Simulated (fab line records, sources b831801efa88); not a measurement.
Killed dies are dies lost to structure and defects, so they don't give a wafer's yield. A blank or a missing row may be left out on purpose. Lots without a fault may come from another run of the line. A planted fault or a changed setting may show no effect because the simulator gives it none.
A struck lot beside a sound one | flow sfq_line | 15 steps out of a route of 325
Sound: wafers L223.1, L223.3, L223.4. Struck: wafer L227.2. (L227.1 of the same lot was not struck and is left out.) The cause comes at the end.
At each step with rows: each side's tool, then ch and its chambers, then its first start. Under that, the readings that differ: sound wafers | struck wafers | difference of the means | sigmas: that difference in standard deviations of wafers without a fault.
alike: readings whose means differ by less than 2 such deviations, and words and numbers that are the same on both sides. not compared: withheld readings, readings that some wafer has no value for, bounds like >300 that may hide the same value, and numbers for which the record gives no deviation and whose values overlap.
The two part at a step that has a row with sigmas, a row that says differs or no value, or rows on one side only. Numbers that don't overlap but have no deviation are shown without sigmas and don't part them. A reading that every wafer of one side lacks parts them only if that side has two wafers or more.

SFQ_TRILAYER_R5_DEP_SPUTTER_132: material Ti, target thk 5 nm, time 5 s.
  sound on pvd_sputter-05, day 62 00:46; struck on pvd_sputter-06, day 64 00:46
  alike: throttle_valve_pct
SFQ_TRILAYER_R5_DEP_SPUTTER_133: material MoNx, target thk 40 nm, time 66.7 s.
  sound on pvd_sputter-05, day 62 00:47; struck on pvd_sputter-06, day 64 00:47
  alike: throttle_valve_pct
SFQ_TRILAYER_R5_DEP_SPUTTER_134: material Ti, target thk 5 nm, time 5 s.
  sound on pvd_sputter-05, day 62 00:50; struck on pvd_sputter-06, day 64 00:50
  alike: throttle_valve_pct
SFQ_R5_RS_MEAS_933: measures by four-point-probe.
  sound on film_metro-01, day 62 00:51; struck on film_metro-03, day 64 00:51
  reading             | sound          | struck | difference | sigmas
  R5_MONX_RS (ohm/sq) | 7.03 6.98 7.02 | 7.17   | +0.16      | +2
SFQ_R5_THK_MEAS_934: measures by xrf.
  sound on film_metro-01, day 62 00:58; struck on film_metro-03, day 64 00:58
  alike: R5_MONX_THK
then, 6 steps without rows for these wafers: SFQ_TRILAYER_R5_LITHO_COAT_141 (resist thk 62 nm); SFQ_TRILAYER_R5_LITHO_COAT_136 (resist thk 600 nm); SFQ_TRILAYER_R5_LITHO_SOFTBAKE_140; SFQ_TRILAYER_R5_LITHO_EXPOSE_137 (exposes mask R5, target cd 500 nm); SFQ_TRILAYER_R5_LITHO_PEB_139 (peb time 60 s); SFQ_TRILAYER_R5_LITHO_DEVELOP_138 (time 60 s).
SFQ_R5_OVL_MEAS_935:
  sound on overlay-02, day 62 17:51; struck on overlay-02, day 64 09:02
  alike: R5_OVL
SFQ_TRILAYER_R5_BARC_OPEN_METAL_ETCH_177: etches BARC in O2, target depth 125 nm, time 41.7 s.
  sound on rie_metal-01 ch 0,1, day 62 17:53; struck on rie_metal-02 ch 1, day 64 09:04
  reading                                             | sound             | struck | difference | sigmas
  oes_product_au (a.u.)                               | 0.681 0.690 0.684 | 0.760  | +0.075     | +17
  run_length_s (s)                                    | 70.3 69.5 70.0    | 65.1   | -4.8       | -11
  model.KrF_of_TRILAYER_R5_LITHO_COAT_136.thk_nm (nm) | 528.1 526.9 526.6 | 535.1  | +7.9       |
  alike: drypump_motor_current_A
  not compared: rf_fwd_power_W, rf_hours_counter_h
SFQ_TRILAYER_R5_ETCH_METAL_ETCH_139: etches the open film in Cl2, stops on SiO2, target depth 60 nm, time 40 s.
  sound on rie_metal-01 ch 0,1, day 62 17:56; struck on rie_metal-02 ch 1, day 64 09:08
  reading                                             | sound           | struck | difference | sigmas
  model.KrF_of_TRILAYER_R5_LITHO_COAT_136.thk_nm (nm) | 505 503.8 503.5 | 511.4  | +7.3       |
  alike: drypump_motor_current_A, oes_product_au, rf_fwd_power_W, run_length_s
  not compared: rf_hours_counter_h
SFQ_TRILAYER_R5_STRIP_STRIP_140: strips in O2.
  sound on rie_metal-01 ch 0,1, day 62 18:00; struck on rie_metal-02 ch 1, day 64 09:11
  alike: drypump_motor_current_A, oes_product_au
  not compared: rf_hours_counter_h

WHERE THEY PART
First at SFQ_R5_RS_MEAS_933; last, within this record, at SFQ_TRILAYER_R5_BARC_OPEN_METAL_ETCH_177. Later steps at which nothing parts them and some readings are alike: SFQ_TRILAYER_R5_ETCH_METAL_ETCH_139, SFQ_TRILAYER_R5_STRIP_STRIP_140.

WHY: what the simulator had put in
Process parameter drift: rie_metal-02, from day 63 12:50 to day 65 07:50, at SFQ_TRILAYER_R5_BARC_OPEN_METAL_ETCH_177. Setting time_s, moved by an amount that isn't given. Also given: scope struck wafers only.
